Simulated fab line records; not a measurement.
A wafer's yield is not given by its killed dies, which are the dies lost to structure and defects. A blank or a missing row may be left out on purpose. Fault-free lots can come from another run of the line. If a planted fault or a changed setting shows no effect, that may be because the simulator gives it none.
Problem report in the 8D (eight disciplines) form, filled by code + flow gf180mcu + the parts of the form that need people (team, actions taken, sign-off) are left out

## 1. THE PROBLEM
At GF_VT_IMPLANT_RTA_45, wafer_temp_C_max averages 973.0 over 6 wafers from 2 lots, while fault-free wafers read 1054.2, standard deviation 1. That is -81 standard deviations from the usual mean.
The step: time 30 s.
First seen on wafer L823.3, day 13 02:59, on rtpAnneal-02. The record has a number at this step for 18 wafers belonging to 6 lots. The rule behind "out" and "out of limits": a value lying over 4 standard deviations away from the usual mean. Any other wafer with a number is counted as sound.

## 2. WHAT IT IS, AND WHAT IT ISN'T
| question                    | is                     | is not                                                             |
|-----------------------------|------------------------|--------------------------------------------------------------------|
| which readings at this step | wafer_temp_C_max       | chamberO2Ppm, lampPowerPct                                         |
| which lots                  | L823, L824             | L806, L812, L813, L825                                             |
| which wafers of those lots  | all that have a number | -                                                                  |
| read on which tools         | rtpAnneal-02           | rtpAnneal-01                                                       |
| when                        | from day 13 02:59      | up to then (9 sound wafers); but 3 sound wafers of L825 came after |

## 3. WHAT RULES OUT EACH SUSPECT
Counting: a tool at any process step up to the reading remains a suspect when it ran all the lots that are out and ran no sound lot after the first of those.
- plasmaAsher-02 at GF_VT_IMPLANT_STRIP_42 (strips in O2/N2): ruled out as a lasting fault. Following L823 (day 13 02:46), the first lot on it that is out, the sound lots L825 were run on it.
- rtpAnneal-02 at GF_VT_IMPLANT_RTA_45 (time 30 s): kept. Every lot that is out went through it, starting with L823 (day 13 02:59), and after that it ran no sound lot; the last sound lot it ran before then is L813 (day 10 09:38). On those wafers its own readings are out: wafer_temp_C_max.
The count leaves rtpAnneal-02 at GF_VT_IMPLANT_RTA_45.

## 4. THE CAUSE (what the simulator had put in)
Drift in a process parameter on rtpAnneal-02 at GF_VT_IMPLANT_RTA_45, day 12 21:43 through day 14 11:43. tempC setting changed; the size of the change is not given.
The count eliminated every tool but this one.

## 5. THE CHAIN OF EFFECTS, in route order
Each row: a reading whose mean over the struck wafers that have a number lies more than 3 standard deviations from the usual. Only readings for which the record gives a usual standard deviation are gone through. hours: the time from each lot's start at the first step in this table that gives one to its start at this step, as a median over the lots. sigmas: the change in usual standard deviations.
| hours | step                 | reading          | usual  | on struck wafers | change | sigmas |
|-------|----------------------|------------------|--------|------------------|--------|--------|
| 0     | GF_VT_IMPLANT_RTA_45 | wafer_temp_C_max | 1054.2 | 973.0            | -81.2  | -81    |
It contains these process steps:
- GF_VT_IMPLANT_RTA_45: time 30 s.
Later measuring or inspecting steps at which every struck wafer that the step has a row for has a number for every such reading, and none has moved that far: GF_VT_IMPLANT_RS_MEAS_46.

## 6. HOW IT WOULD HAVE BEEN CAUGHT EARLIER
First out-of-limits reading in this record: day 13 02:59, which is 5 hours after fault onset at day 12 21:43.
